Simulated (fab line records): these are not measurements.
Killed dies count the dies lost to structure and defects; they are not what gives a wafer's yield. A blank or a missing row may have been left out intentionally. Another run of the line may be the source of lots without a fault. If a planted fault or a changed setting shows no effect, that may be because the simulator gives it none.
What tool caused it? -- flow sky130 -- 11 lots with 33 wafers sampled at 4 steps, on a route of 708 steps

## WHAT THE GAUGES READ, wafer by wafer
SKY_POLY_CUT_CD_MEAS_08 targets a cd of 270 nm. Usual: cd nm 270.2 nm, standard deviation 1.2.
lot,measured,on,cd nm (nm),flag
L471,day 25 06:28,cd sem-02,269.9 267.8 268.8,
L474,day 27 00:18,cd sem-01,269.0 267.7 269.6,
L475,day 27 03:35,cd sem-02,269.9 270.7 271.0,
L476,day 27 12:26,cd sem-02,267.8 269.6 268.5,
L477,day 27 19:26,cd sem-02,271.0 270.4 271.3,
L482,day 29 13:01,cd sem-01,270.7 269.8 271.5,
L486,day 30 23:05,cd sem-01,271.7 271.5 272.7,
L488,day 32 00:46,cd sem-01,270.1 270.6 270.0,
L490,day 32 05:24,cd sem-02,270.0 269.3 269.5,
L491,day 32 15:31,cd sem-01,268.1 268.8 268.4,
L492,day 32 20:43,cd sem-02,269.4 270.6 270.1,

SKY_SD_N_RS_MEAS_16: measures by four-point-probe. Usual: SD_N_RS typically reads 68.55 ohm/sq, with standard deviation 0.13.
lot,measured,on,SD_N_RS (ohm/sq),flag
L471,day 29 00:15,film metro-02,68.45 68.40 68.47,
L474,day 30 15:40,film metro-02,68.81 68.96 68.85,
L475,day 30 19:26,film metro-04,68.54 68.71 68.48,
L476,day 31 03:05,film metro-04,68.67 68.46 68.61,
L477,day 31 10:41,film metro-04,68.56 68.65 68.49,
L482,day 33 03:34,film metro-01,68.67 68.72 68.56,
L486,day 34 12:39,film metro-04,68.56 68.44 68.57,
L488,day 35 14:31,film metro-02,71.28 71.31 71.26,OFF
L490,day 35 20:20,film metro-01,68.45 68.43 68.44,
L491,day 36 07:04,film metro-02,71.35 71.48 71.33,OFF
L492,day 36 11:37,film metro-04,68.55 68.30 68.53,

SKY_SD_N_RS_MEAS_17: measures by four-point-probe. Usual: SD_P_RS typically reads 147.0 ohm/sq, with standard deviation 0.37.
lot,measured,on,SD_P_RS (ohm/sq),flag
L471,day 29 00:22,film metro-02,146.8 146.9 146.9,
L474,day 30 15:47,film metro-02,147.1 147.5 147.4,
L475,day 30 19:33,film metro-04,146.8 147.3 147.1,
L476,day 31 03:12,film metro-04,147.7 147.4 147.2,
L477,day 31 10:49,film metro-04,146.7 147.5 147.0,
L482,day 33 03:41,film metro-01,146.8 147.1 146.7,
L486,day 34 12:46,film metro-04,146.6 146.2 146.8,
L488,day 35 14:38,film metro-02,162.5 162.1 162.9,OFF
L490,day 35 20:27,film metro-01,146.9 146.8 146.7,
L491,day 36 07:11,film metro-02,162.7 162.3 162.7,OFF
L492,day 36 11:44,film metro-04,147.0 146.3 146.7,

## TOOL THAT RAN EACH LOT (tool first, then ch and the chambers of the sampled wafers, then the start)
lot,SKY_SD_N_RTA_14
L471,"rtp anneal-01 ch 0, day 29 00:04"
L474,"rtp anneal-02 ch 0, day 30 15:28"
L475,"rtp anneal-01 ch 0, day 30 19:16"
L476,"rtp anneal-02 ch 0, day 31 02:55"
L477,"rtp anneal-01 ch 0, day 31 10:31"
L482,"rtp anneal-02 ch 0, day 33 03:22"
L486,"rtp anneal-02 ch 0, day 34 12:29"
L488,"rtp anneal-01 ch 0, day 35 14:19"
L490,"rtp anneal-02 ch 0, day 35 20:10"
L491,"rtp anneal-01 ch 0, day 36 06:53"
L492,"rtp anneal-02 ch 0, day 36 11:26"
- SKY_SD_N_RTA_14: time 2 s.

## WHAT THE TOOLS THEMSELVES READ (means of the sampled wafers that have a number; where no wafer has one, the mark that the record gives instead)
SKY_SD_N_RTA_14. Usual: lamp power pct 15.74 %, standard deviation 0.052; wafer_temp_C_max 1078.2, standard deviation 1.4.
lot,tool,lamp power pct (%),wafer_temp_C_max,flag
L471,rtp anneal-01,15.72,1078.2,
L474,rtp anneal-02,15.80,1077.5,
L475,rtp anneal-01,15.70,1077.6,
L476,rtp anneal-02,15.81,1078.4,
L477,rtp anneal-01,15.73,1078.0,
L482,rtp anneal-02,15.74,1077.7,
L486,rtp anneal-02,15.75,1077.4,
L488,rtp anneal-01,15.70,1077.8,
L490,rtp anneal-02,15.70,1078.8,
L491,rtp anneal-01,15.73,1078.8,
L492,rtp anneal-02,15.76,1078.4,

## THE ANSWER, worked out from the rows above alone
Rule: lot off if the mean of its wafers having a number is beyond 3 standard deviations from the usual mean. A lot without any number at a reading at which 4 lots or more have one is off too. All remaining lots with rows at the step are treated as sound. Order of review: gauges by route order, followed by the tools' own readings, for which a lot's mean as printed above is used. The first step at which some lot is off is used, and at that step the reading that is off furthest; a lot without a number counts as furthest.
Off: at SKY_SD_N_RS_MEAS_16 (SD_N_RS), L488, L491.
If a tool, at a process step before that reading, ran all the lots that are off and no sound lot after the first of them, it fits. Gauges at SKY_SD_N_RS_MEAS_16: tried the same way as those tools. 2 tools fit, rtp anneal-01 at SKY_SD_N_RTA_14 and film metro-02 at SKY_SD_N_RS_MEAS_16, so this cannot tell which one it is.

## WHAT HAD BEEN PUT IN BY THE SIMULATOR
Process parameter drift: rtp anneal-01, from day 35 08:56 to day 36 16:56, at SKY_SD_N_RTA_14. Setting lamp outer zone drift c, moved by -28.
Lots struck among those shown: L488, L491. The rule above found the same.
